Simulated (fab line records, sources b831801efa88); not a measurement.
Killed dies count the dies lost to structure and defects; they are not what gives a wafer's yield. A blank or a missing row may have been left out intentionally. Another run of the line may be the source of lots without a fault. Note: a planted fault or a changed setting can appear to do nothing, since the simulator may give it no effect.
fab line records	flow sky130
record: lots: 7	wafers: 21	last-day: 50
route steps=708 shown VIA4@640 PAD_OPEN@708
lots untouched by any fault: they come from a run of this same line in which no faults occurred
start-h: start of the lot's first displayed wafer, in hours after the record's first day	wait-h: hours from the lot's prior step to this one	" the same as in the row above	L1.1+2: one row covering several wafers at once	- either no value or no given start	* or withheld: withheld	< > ~ a bound
route shown NAME@n: NAME is a module with steps in the file, n the number in the route of the first one	usual: mean/standard deviation of fault-free wafers	same: alike in all rows	chamber/n: place in a boat	sites: readings site by site	_std_site: the standard deviation of these	_edge_site: inner sites' mean taken away from outer sites' mean	radius-mm: how far each site lies from the wafer's centre	mask NAME#n: copy n	behind: the tool/chamber that last shaped the wafer	hold: why the lot went on hold/how many hours it stayed there/how the hold came to an end	device: which transistor (n, p or np) failed to switch	end of line: tests run on the same wafers once the route is complete	where a step has no rows: the recipe by itself	killed: dies that structure and defects cost at the first sort, which is not the same as the wafer's yield	map: shows each die of a wafer: x if killed, . if not, _ if none is there
set.NAME: the run value of the setting; set.NAME@STEP: its run value at that earlier step	model.NAME: the simulator's own value behind a step, which no gauge read
lots at selected steps of the route; one table per step, one row per wafer
services: the hour from which a tool's chamber was out of use, counted from the record's first day as start-h (under 0 if before that day), plus the number of hours and why
== steps ==
step: SKY_VIA4_THK_MEAS_01
recipe: reads: SiO2_of_VIA4_HDPCVD_00
usual: VIA4_HDPCVD_THK: 1763/22
lot.wafer	tool	chamber	start-h	wait-h	VIA4_HDPCVD_THK[nm]
L582.1	film-metro-01	-	1012.24	0.1	1759
L582.2	"	-	"	"	1774
L582.3	"	-	"	"	1751
L583.3	film-metro-03	-	1022.57	0.1	1765
L583.4	"	-	"	"	1769
L583.6	"	-	"	"	1774
L584.1	film-metro-01	-	1031.81	0.1	1744
L584.4	"	-	"	"	1776
L584.5	"	-	"	"	1765
L585.1	film-metro-03	-	1035.79	0.1	1773
L585.3	"	-	"	"	1760
L585.4	"	-	"	"	1731
L592.1	film-metro-01	-	1070.16	0.1	1775
L592.3	"	-	"	"	1763
L592.6	"	-	"	"	1781
L591.1	film-metro-01	-	1072.08	0.1	1774
L591.5	"	-	"	"	1765
L591.6	"	-	"	"	1749
L600.2	film-metro-04	-	1127.45	0.1	1734
L600.4	"	-	"	"	1697
L600.6	"	-	"	"	1738
step: SKY_VIA4_CMP_02
recipe: material: SiO2	down-force-psi: 4	platen-rpm: 60	pad-velocity-m-s: 0.94248
usual: motor-current-A: 11.7/1.2	slurry-filter-dp-kPa: 13.49/0.13
lot.wafer	tool	chamber	start-h	wait-h	motor-current-A	slurry-filter-dp-kPa
L582.1	cmp-01	2	1012.35	0.1	12.5	13.48
L582.2	"	3	"	"	12.3	13.49
L582.3	"	0	"	"	11.6	13.43
L583.4	cmp-01	2	1022.66	0.1	12.6	13.35
L583.3	"	0	"	"	11.6	13.44
L583.6	"	2	"	"	12.3	13.50
L584.1	cmp-02	2	1031.87	0.1	9.5	13.41
L584.4	"	1	"	"	12.9	13.47
L584.5	"	2	"	"	10.0	13.44
L585.1	cmp-02	3	1035.90	0.1	10.5	13.33
L585.4	"	0	"	"	12.2	13.62
L585.3	"	1	"	"	12.3	13.70
L592.3	cmp-02	2	1070.27	0.1	10.0	13.81
L592.1	"	0	"	"	13.2	13.38
L592.6	"	1	"	"	11.5	13.59
L591.1	cmp-01	3	1072.19	0.1	12.1	13.50
L591.5	"	2	"	"	12.6	13.41
L591.6	"	3	"	"	12.4	13.47
L600.4	cmp-01	0	1127.50	0.0	11.9	13.70
L600.2	"	1	"	"	12.3	13.59
L600.6	"	1	"	"	12.5	13.68
step: SKY_VIA4_BOW_MEAS_03
recipe: mode: bow
usual: VIA4_BOW: 79/7.7
lot.wafer	tool	chamber	start-h	wait-h	VIA4_BOW[um]
L582.1	film-metro-01	-	1012.60	0.2	83
L582.2	"	-	"	"	93
L582.3	"	-	"	"	94
L583.3	film-metro-04	-	1022.95	0.1	74
L583.4	"	-	"	"	80
L583.6	"	-	"	"	73
L584.1	film-metro-04	-	1032.17	0.2	75
L584.4	"	-	"	"	78
L584.5	"	-	"	"	76
L585.1	film-metro-03	-	1036.15	0.2	77
L585.3	"	-	"	"	87
L585.4	"	-	"	"	83
L592.1	film-metro-04	-	1070.52	0.1	75
L592.3	"	-	"	"	81
L592.6	"	-	"	"	74
L591.1	film-metro-01	-	1072.44	0.2	78
L591.5	"	-	"	"	80
L591.6	"	-	"	"	68
L600.2	film-metro-01	-	1127.82	0.2	93
L600.4	"	-	"	"	81
L600.6	"	-	"	"	94
step: SKY_VIA4_DEHYDRATE_04
recipe: temp-c: 200	time-s: 60
step: SKY_VIA4_HMDS_05
recipe: prime-time-s: 60	prime-temp-c: 120
step: SKY_VIA4_COAT_06
recipe: resist: NOVOLAK	spin-rpm: 3000	resist-thk-nm: 1140
step: SKY_VIA4_SOFTBAKE_07
recipe: temp-c: 90	time-s: 60	resist: NOVOLAK
step: SKY_VIA4_EXPOSE_08
recipe: mask-id: VIM4	na: 0.6	source-shape: conventional	sigma-outer: 0.6	polarization: unpolarized	target-cd-nm: 800	dose-mj: 132
step: SKY_VIA4_PEB_09
recipe: temp-c: withheld	time-s: *	resist: NOVOLAK
step: SKY_VIA4_DEVELOP_10
recipe: resist: NOVOLAK	developer: TMAH	develop-time-s: 60	dev-temp-c: 23
step: SKY_VIA4_OVL_MEAS_11
usual: VIA4_OVL: 1.1/1.4
lot.wafer	tool	chamber	start-h	wait-h	VIA4_OVL[nm]
L582.1	overlay-01	-	1035.46	0.1	0.0
L582.2	"	-	"	"	1.4
L582.3	"	-	"	"	1.6
L583.3	overlay-01	-	1044.42	0.1	2.9
L583.4	"	-	"	"	2.0
L583.6	"	-	"	"	1.8
L584.1	overlay-01	-	1053.92	0.1	0.6
L584.4	"	-	"	"	-0.2
L584.5	"	-	"	"	0.6
L585.1	overlay-01	-	1057.81	0.1	0.3
L585.3	"	-	"	"	-0.1
L585.4	"	-	"	"	0.2
L592.1	overlay-02	-	1091.12	0.1	0.8
L592.3	"	-	"	"	-0.2
L592.6	"	-	"	"	-1.2
L591.1	overlay-02	-	1092.61	0.1	1.1
L591.5	"	-	"	"	0.4
L591.6	"	-	"	"	1.0
L600.2	overlay-02	-	1146.41	0.1	1.4
L600.4	"	-	"	"	1.3
L600.6	"	-	"	"	2.3
step: SKY_VIA4_ETCH_12
recipe: target: SiO2	chemistry: C4F8/O2/Ar	stop-on: TiN	mask-material: NOVOLAK	source-w: 1500	bias-w: 1200	pressure-mtorr: 40	c4f8-flow-sccm: withheld	O2_flow_sccm: 6	Ar_flow_sccm: 300	time-s: withheld	target-depth-a: 5800
usual: oes-product-au: 0.925/0.0047
lot.wafer	tool	chamber	start-h	wait-h	oes-product-au
L582.1	rie-diel-02	2	1035.49	0.0	0.929
L582.2	"	1	"	"	0.918
L582.3	"	3	"	"	0.920
L583.3	rie-diel-03	0	1044.44	0.0	0.927
L583.4	"	2	"	"	0.930
L583.6	"	3	"	"	0.926
L584.1	rie-diel-01	1	1053.95	0.0	0.928
L584.4	"	0	"	"	0.936
L584.5	"	2	"	"	0.923
L585.1	rie-diel-03	3	1057.84	0.0	0.926
L585.3	"	0	"	"	0.929
L585.4	"	1	"	"	0.921
L592.1	rie-diel-01	3	1091.15	0.0	0.922
L592.3	"	0	"	"	0.919
L592.6	"	0	"	"	0.921
L591.1	rie-diel-01	2	1092.64	0.0	0.933
L591.5	"	3	"	"	0.919
L591.6	"	0	"	"	0.929
L600.2	rie-diel-03	1	1146.44	0.0	0.918
L600.4	"	0	"	"	0.926
L600.6	"	2	"	"	0.927
step: SKY_VIA4_STRIP_13
recipe: chemistry: O2/N2	power-w: 1400	pressure-mtorr: 1500	platen-temp-c: withheld	o2-flow-sccm: 3000	n2-flow-sccm: 300	overash-fraction: 0.5
usual: chamber-pressure-mTorr: 1500.0/1.3	drypump-motor-current-A: 5.9/0.49	n2-flow-sccm: 300.0/0.95	oes-product-au: 0.709/0.0044	strip-time-to-endpoint-s: 12.803/0.029
lot.wafer	tool	chamber	start-h	wait-h	chamber-pressure-mTorr	drypump-motor-current-A	n2-flow-sccm	oes-product-au	rf-hours-counter-h	strip-time-to-endpoint-s	model.NOVOLAK_of_VIA4_COAT_06.thk-nm
L582.1	plasma-asher-04	1	1035.57	-	1501.2	6.6	300.3	0.709	90	12.830	0
L582.2	"	0	"	"	1500.1	5.3	298.6	0.710	90	12.820	0
L582.3	"	0	"	"	1502.0	5.4	299.1	0.708	-	12.790	0
L583.3	plasma-asher-03	0	1044.55	-	-	-	-	-	-	-	1015
L583.4	"	1	"	"	-	-	-	-	-	-	1013
L583.6	"	1	"	"	-	-	-	-	-	-	1015
L584.1	plasma-asher-03	0	1054.02	-	-	-	-	-	-	-	1009
L584.4	"	0	"	"	-	-	-	-	-	-	1011
L584.5	"	1	"	"	-	-	-	-	-	-	1008
L585.1	plasma-asher-04	1	1057.92	-	-	-	-	-	-	-	1013
L585.3	"	0	"	"	-	-	-	-	-	-	1012
L585.4	"	1	"	"	-	-	-	-	-	-	1017
L592.1	plasma-asher-01	0	1091.22	-	1498.5	5.3	300.3	0.708	63	12.788	0
L592.3	"	0	"	"	1499.6	5.3	299.8	0.710	-	12.757	0
L592.6	"	0	"	"	1500.2	5.3	300.4	0.710	-	12.755	0
L591.1	plasma-asher-03	1	1092.72	-	1502.1	5.7	300.1	0.709	3	12.845	0
L591.5	"	0	"	"	1498.8	6.3	300.4	0.715	-	12.815	0
L591.6	"	1	"	"	1497.3	5.7	301.1	0.710	-	12.894	0
L600.2	plasma-asher-04	1	1146.52	-	1502.1	6.6	298.7	0.707	100	12.819	0
L600.4	"	1	"	"	1498.1	6.6	297.7	0.712	-	12.875	0
L600.6	"	0	"	"	1498.4	5.4	300.7	0.704	-	12.810	0
step: SKY_VIA4_STRIP_14
recipe: chemistry: post-etch-residue-remover	time-s: 1200	temp-c: 72.5
step: SKY_PAD_OPEN_PROBE_99
usual: defect-limited-yield: 82.6/1.7	killed_at_M0_to_M3: 42/6.4	killed_at_M4_up: 3.2/1.9	killed-at-contacts: 24/4.8	killed-at-front-end: 16/4.4	killed-at-other: 0.3/0.55	killed-dies: 86/8.6	killed-on-rim: 17/3.5	killed-open: 46/6.6	killed-short: 39/5.7	sort_bin_3_pad_short: 0.8/0.41	sort_bin_5_function: 10.3/1.5	sort_bin_6_memory: 6.3/1	sort-n-pass: 406/8.6	sort-yield-pct: 82.6/1.7
same: gross-dies: 492	killed-at-back-side: 0	sort_bin_4_leakage[%]: 0	sort_bin_8_speed[%]: 0
lot.wafer	tool	chamber	start-h	wait-h	defect-limited-yield[%]	killed_at_M0_to_M3	killed_at_M4_up	killed-at-contacts	killed-at-front-end	killed-at-other	killed-dies	killed-on-rim	killed-open	killed-short	sort_bin_3_pad_short[%]	sort_bin_5_function[%]	sort_bin_6_memory[%]	sort-n-pass	sort-yield-pct[%]
L583.3	prober-01	-	1112.78	0.2	0.2	11	473	3	4	0	491	96	10	8	22.0	75.2	2.6	1	0.2
L583.4	prober-01	-	1112.83	0.2	1.0	10	470	2	5	0	487	95	12	6	25.2	72.4	1.4	5	1.0
L583.6	prober-01	-	1112.93	0.2	0.4	9	477	2	2	0	490	96	4	8	25.0	71.3	3.3	2	0.4
L584.1	prober-02	-	1120.26	0.1	0	11	470	6	4	1	492	96	11	12	23.6	73.0	3.5	0	0
L584.4	prober-02	-	1120.41	0.2	1.0	8	472	5	2	0	487	96	10	6	23.8	71.7	3.5	5	1.0
L584.5	prober-02	-	1120.46	0.2	0.4	10	474	5	1	0	490	96	9	8	27.4	69.5	2.6	2	0.4
L585.1	prober-01	-	1123.01	0.1	0.2	3	484	1	3	0	491	96	4	3	23.8	72.4	3.7	1	0.2
L585.3	prober-01	-	1123.11	0.2	0	7	482	3	0	0	492	96	7	4	26.0	70.3	3.7	0	0
L585.4	prober-01	-	1123.16	0.2	0	14	469	5	4	0	492	96	15	9	24.8	73.2	2.0	0	0
L592.1	prober-01	-	1153.92	0.1	82.1	47	5	25	11	0	88	18	56	32	1.6	10.6	5.7	404	82.1
L592.3	prober-01	-	1154.02	0.2	83.7	41	2	29	8	0	80	18	39	41	0.6	10.4	5.3	412	83.7
L592.6	prober-01	-	1154.17	0.2	82.5	36	3	32	15	0	86	20	49	37	0.6	12.0	4.9	406	82.5
L600.2	prober-02	-	1200.22	0.1	85.4	35	4	21	12	0	72	19	36	35	1.0	7.1	6.5	420	85.4
L600.4	prober-02	-	1200.32	0.2	80.7	55	3	24	13	0	95	20	52	43	0.8	12.4	6.1	397	80.7
L600.6	prober-02	-	1200.42	0.2	83.7	43	1	23	12	1	80	12	49	31	0.6	9.8	5.9	412	83.7
killed by level:class
L583.3 VIA4:plasma-strip-residue=472 VIA2:geometric-particle:open=5 FIELD_ISO:geometric-particle:open=3 VIA1:geometric-particle:short=2 VIA3:geometric-particle:short=2 POLY_GATE:geometric-particle:short=1 LOCAL_INTERCONNECT:geometric-particle:short=1 LOCAL_INTERCONNECT:geometric-particle:open=1
L583.4 VIA4:plasma-strip-residue=469 VIA2:geometric-particle:open=4 FIELD_ISO:geometric-particle:short=2 VIA1:geometric-particle:open=2 VIA3:geometric-particle:open=2 FIELD_ISO:geometric-particle:open=1 METAL4:geometric-particle:short=1 SONOS_ONO:geometric-particle:open=1
L583.6 VIA4:plasma-strip-residue=477 METAL2:geometric-particle:short=4 CONTACT:geometric-particle:open=2 METAL3:geometric-particle:short=2 FIELD_ISO:geometric-particle:short=1 METAL1:geometric-particle:short=1 VIA1:geometric-particle:open=1 METAL2:geometric-particle:open=1
L584.1 VIA4:plasma-strip-residue=469 FIELD_ISO:geometric-particle:open=2 LI_CONTACT:geometric-particle:short=2 CONTACT:geometric-particle:open=2 CONTACT:geometric-particle:short=2 METAL2:geometric-particle:short=2 FIELD_ISO:geometric-particle:short=1 POLY_GATE:geometric-particle:open=1
L584.4 VIA4:plasma-strip-residue=471 VIA1:geometric-particle:open=3 METAL2:geometric-particle:open=2 CONTACT:geometric-particle:open=2 POLY_GATE:geometric-particle:open=1 SPACER:geometric-particle:short=1 LI_CONTACT:geometric-particle:short=1 LOCAL_INTERCONNECT:geometric-particle:open=1
L584.5 VIA4:plasma-strip-residue=473 CONTACT:geometric-particle:short=4 VIA1:geometric-particle:open=3 VIA3:geometric-particle:open=3 METAL2:geometric-particle:short=2 FIELD_ISO:geometric-particle:open=1 LI_CONTACT:geometric-particle:open=1 METAL1:geometric-particle:short=1
L585.1 VIA4:plasma-strip-residue=484 FIELD_ISO:geometric-particle:open=1 POLY_GATE:geometric-particle:open=1 SPACER:geometric-particle:short=1 LOCAL_INTERCONNECT:geometric-particle:short=1 METAL1:geometric-particle:open=1 VIA1:geometric-particle:short=1 VIA2:geometric-particle:open=1
L585.3 VIA4:plasma-strip-residue=481 VIA3:geometric-particle:open=3 VIA1:geometric-particle:open=2 LI_CONTACT:geometric-particle:short=1 CONTACT:geometric-particle:open=1 CONTACT:geometric-particle:short=1 VIA1:geometric-particle:short=1 VIA2:geometric-particle:open=1
L585.4 VIA4:plasma-strip-residue=468 VIA1:geometric-particle:open=4 VIA2:geometric-particle:open=3 FIELD_ISO:geometric-particle:open=2 LI_CONTACT:geometric-particle:open=2 CONTACT:geometric-particle:open=2 METAL1:geometric-particle:short=2 FIELD_ISO:geometric-particle:short=1
L592.1 VIA1:geometric-particle:open=16 LI_CONTACT:geometric-particle:open=9 VIA2:geometric-particle:open=8 CONTACT:geometric-particle:open=7 VIA1:geometric-particle:short=6 VIA3:geometric-particle:open=6 CONTACT:geometric-particle:short=5 POLY_GATE:geometric-particle:open=4
L592.3 LI_CONTACT:geometric-particle:open=9 VIA2:geometric-particle:open=8 VIA1:geometric-particle:short=6 METAL1:geometric-particle:short=6 VIA1:geometric-particle:open=6 LOCAL_INTERCONNECT:geometric-particle:short=5 CONTACT:geometric-particle:open=5 CONTACT:geometric-particle:short=5
L592.6 CONTACT:geometric-particle:open=12 CONTACT:geometric-particle:short=9 VIA1:geometric-particle:open=9 LI_CONTACT:geometric-particle:open=8 VIA2:geometric-particle:open=6 VIA3:geometric-particle:short=5 VIA2:geometric-particle:short=4 VIA3:geometric-particle:open=4
L600.2 VIA1:geometric-particle:open=11 CONTACT:geometric-particle:open=10 POLY_GATE:geometric-particle:short=4 LI_CONTACT:geometric-particle:open=4 CONTACT:geometric-particle:short=4 METAL1:geometric-particle:short=4 VIA2:geometric-particle:open=4 METAL3:geometric-particle:short=4
L600.4 VIA1:geometric-particle:open=13 CONTACT:geometric-particle:open=9 VIA3:geometric-particle:open=8 METAL1:geometric-particle:short=7 CONTACT:geometric-particle:short=6 VIA2:geometric-particle:open=6 VIA3:geometric-particle:short=5 VIA1:geometric-particle:short=5
L600.6 VIA1:geometric-particle:open=12 CONTACT:geometric-particle:open=10 FIELD_ISO:geometric-particle:open=6 METAL1:geometric-particle:short=6 VIA2:geometric-particle:open=6 LOCAL_INTERCONNECT:geometric-particle:short=5 VIA2:geometric-particle:short=5 VIA1:geometric-particle:short=4
map L583.3 (x killed, . not)
__________xxxxxxxxxx_________
________xxxxxxxxxxxxxx_______
______xxxxxxxxxxxxxxxxxx_____
_____xxxxxxxxxxxxxxxxxxxx____
____xxxxxxxxxxxxxxxxxxxxxx___
___xxxxxxxxxxxxxxxxxxxxxxxx__
__xxxxxxxxxxxxxxxxxx.xxxxxxx_
_xxxxxxxxxxxxxxxxxxxxxxxxxxxx
_xxxxxxxxxxxxxxxxxxxxxxxxxxxx
_xxxxxxxxxxxxxxxxxxxxxxxxxxxx
_xxxxxxxxxxxxxxxxxxxxxxxxxxxx
_xxxxxxxxxxxxxxxxxxxxxxxxxxxx
_xxxxxxxxxxxxxxxxxxxxxxxxxxxx
_xxxxxxxxxxxxxxxxxxxxxxxxxxxx
_xxxxxxxxxxxxxxxxxxxxxxxxxxxx
__xxxxxxxxxxxxxxxxxxxxxxxxxx_
___xxxxxxxxxxxxxxxxxxxxxxxx__
____xxxxxxxxxxxxxxxxxxxxxx___
_____xxxxxxxxxxxxxxxxxxxx____
______xxxxxxxxxxxxxxxxxx_____
________xxxxxxxxxxxxxx_______
__________xxxxxxxxxx_________
map L584.1 (x killed, . not)
__________xxxxxxxxxx_________
________xxxxxxxxxxxxxx_______
______xxxxxxxxxxxxxxxxxx_____
_____xxxxxxxxxxxxxxxxxxxx____
____xxxxxxxxxxxxxxxxxxxxxx___
___xxxxxxxxxxxxxxxxxxxxxxxx__
__xxxxxxxxxxxxxxxxxxxxxxxxxx_
_xxxxxxxxxxxxxxxxxxxxxxxxxxxx
_xxxxxxxxxxxxxxxxxxxxxxxxxxxx
_xxxxxxxxxxxxxxxxxxxxxxxxxxxx
_xxxxxxxxxxxxxxxxxxxxxxxxxxxx
_xxxxxxxxxxxxxxxxxxxxxxxxxxxx
_xxxxxxxxxxxxxxxxxxxxxxxxxxxx
_xxxxxxxxxxxxxxxxxxxxxxxxxxxx
_xxxxxxxxxxxxxxxxxxxxxxxxxxxx
__xxxxxxxxxxxxxxxxxxxxxxxxxx_
___xxxxxxxxxxxxxxxxxxxxxxxx__
____xxxxxxxxxxxxxxxxxxxxxx___
_____xxxxxxxxxxxxxxxxxxxx____
______xxxxxxxxxxxxxxxxxx_____
________xxxxxxxxxxxxxx_______
__________xxxxxxxxxx_________
== services ==
tool	chamber	start-h	hours	kind
cmp-01	-	990.01	2.4	repair
cmp-02	-	994.07	4.6	repair
rie-diel-02	0	996.02	2.6	repair
rie-diel-03	-	1007.99	0.1	repair
rie-diel-03	1	1009.87	3.2	repair
cmp-02	-	1010.64	0.8	repair
rie-diel-03	3	1011.49	8.2	repair
rie-diel-01	-	1026.96	0.9	repair
plasma-asher-03	-	1055.25	9.0	pm
plasma-asher-03	0	1055.25	9.0	vent-cycle
plasma-asher-03	1	1055.25	9.0	vent-cycle
cmp-01	-	1056.99	0.8	repair
rie-diel-02	-	1063.87	14.6	pm
cmp-02	-	1084.44	4.0	pm
cmp-01	-	1084.46	0.3	repair
rie-diel-03	2	1088.30	2.2	repair
rie-diel-01	1	1089.77	8.5	repair
plasma-asher-04	-	1096.18	3.6	repair
cmp-01	-	1103.21	5.1	pm
rie-diel-02	1	1104.03	8.9	repair
cmp-01	-	1109.02	2.1	repair
rie-diel-02	1	1121.04	1.9	repair
rie-diel-02	-	1124.71	2.8	pm
cmp-02	-	1132.10	2.5	repair
== key ==
first-sign: step: SKY_VIA4_STRIP_13	reading: tool-record	direction: missing
effect: step: SKY_PAD_OPEN_PROBE_99	reading: killed_at_M4_up	direction: up	sigmas: 99+	usual: 3.2	struck: 474.6
model-effect: step: SKY_VIA4_STRIP_13	value: NOVOLAK_of_VIA4_COAT_06.thk-nm	without: 0	struck: 1012
met-at SKY_VIA4_STRIP_13
struck-wafers L583.3,L583.4,L583.6,L584.1,L584.4,L584.5,L585.1,L585.3,L585.4
later-rows-left-out L583.3,L583.4,L583.6,L584.1,L584.4,L584.5,L585.1,L585.3,L585.4
onset-between 1035.57 1044.55
fault: kind: skipped-step-whole	tool: plasma-asher-03,plasma-asher-04	chamber: -	onset-h: 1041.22	steps: SKY_VIA4_STRIP_13	scope: struck-lots-only
later-rows-left-out: the simulator's readings of these wafers behind a module that went badly wrong aren't trusted and aren't shown, but for the sort
